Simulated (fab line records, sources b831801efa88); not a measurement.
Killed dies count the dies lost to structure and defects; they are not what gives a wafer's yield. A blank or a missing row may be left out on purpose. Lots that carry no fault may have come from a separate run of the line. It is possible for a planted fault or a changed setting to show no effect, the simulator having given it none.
2 desks, one fault || flow sky130 || numbers are kept per desk, each desk with only its own; the story behind them comes last

## AT THE TOOL OWNER'S DESK: pvd sputter-03
At SKY_CAPM_SPUTTER_02 (material TiN, target thk 200 nm, time 166.7 s) the tool's own readings: per lot run on this tool, the mean of the sampled wafers that have a number. Any lot whose mean is over 4 standard deviations away from the usual mean is out of limits and marked OUT; that distance is given in the brackets.
Columns: A = susceptor temp C at SKY_CAPM_SPUTTER_02, usual 299.97 C; B = throttle valve pct at SKY_CAPM_SPUTTER_02, usual 30.0 %
{"lot": "L994", "first seen here": "day 37 13:26", "A": 300.02, "B": 29.8}
{"lot": "L996", "first seen here": "day 38 05:17", "A": 300.06, "B": 30.3}
{"lot": "L995", "first seen here": "day 38 07:05", "A": 300.12, "B": 29.2}
{"lot": "L102", "first seen here": "day 39 08:02", "A": 300.19, "B": 29.0}
{"lot": "L103", "first seen here": "day 39 20:20", "A": 300.25, "B": 29.1}
This desk found nothing out of limits on any of the 5 lots.

## AT THE METROLOGY DESK
What the gauges read for every lot (on any tool): the sampled wafers with a number, averaged. Any lot whose mean is over 4 standard deviations away from the usual mean is out of limits and marked OUT; that distance is given in the brackets.
Columns: A = METAL2_OVL at SKY_METAL2_OVL_MEAS_16, usual -1 nm; B = CAPM_TIN_RS at SKY_CAPM_RS_MEAS_03, usual 6.87 ohm/sq; C = CAPM_TIN_THK at SKY_CAPM_THK_MEAS_04, usual 204.0 nm
{"lot": "L994", "first seen here": "day 36 08:31", "A": 2, "B": 6.88, "C": 203.8}
{"lot": "L996", "first seen here": "day 37 00:26", "A": -6, "B": 6.97, "C": 202.0}
{"lot": "L995", "first seen here": "day 37 02:05", "A": 2, "B": 6.93, "C": 202.9}
{"lot": "L102", "first seen here": "day 38 03:33", "A": 0, "B": "7.48 (+6.1) OUT", "C": "188.1 (-5.3) OUT"}
{"lot": "L103", "first seen here": "day 38 18:05", "A": 1, "B": "7.40 (+5.3) OUT", "C": "189.9 (-4.7) OUT"}
{"lot": "L107", "first seen here": "day 39 07:05", "A": -2, "B": 6.78, "C": 206.0}
{"lot": "L109", "first seen here": "day 39 11:16", "A": 3, "B": 6.87, "C": 203.5}
{"lot": "L111", "first seen here": "day 40 18:29", "A": -9, "B": 6.94, "C": 201.7}
{"lot": "L114", "first seen here": "day 41 11:29", "A": -3, "B": 6.96, "C": 201.2}
{"lot": "L115", "first seen here": "day 41 12:29", "A": -2, "B": 6.80, "C": 205.7}
This desk reports L102, L103 out of limits; the earliest was L102 at day 39 08:10 (CAPM_TIN_RS at SKY_CAPM_RS_MEAS_03). L994, L996, L995, L107, L109, L111, L114, L115: within limits.

## BROUGHT TOGETHER
Metrology desk: alarm possible at day 39 08:10 on L102, L103.
Nothing out of limits was seen by the tool owner's desk.
On record at the tool owner's desk: L102, L103, within its limits.
Of the lots named, all ran SKY_CAPM_SPUTTER_02 on pvd sputter-03.

## WHAT HAD BEEN PUT IN BY THE SIMULATOR
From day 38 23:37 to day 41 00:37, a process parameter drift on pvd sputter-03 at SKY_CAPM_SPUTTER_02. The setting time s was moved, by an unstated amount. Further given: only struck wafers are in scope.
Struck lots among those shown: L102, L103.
Time in hours between the start of the fault and the first out-of-limits reading at each desk: metrology desk, 9.
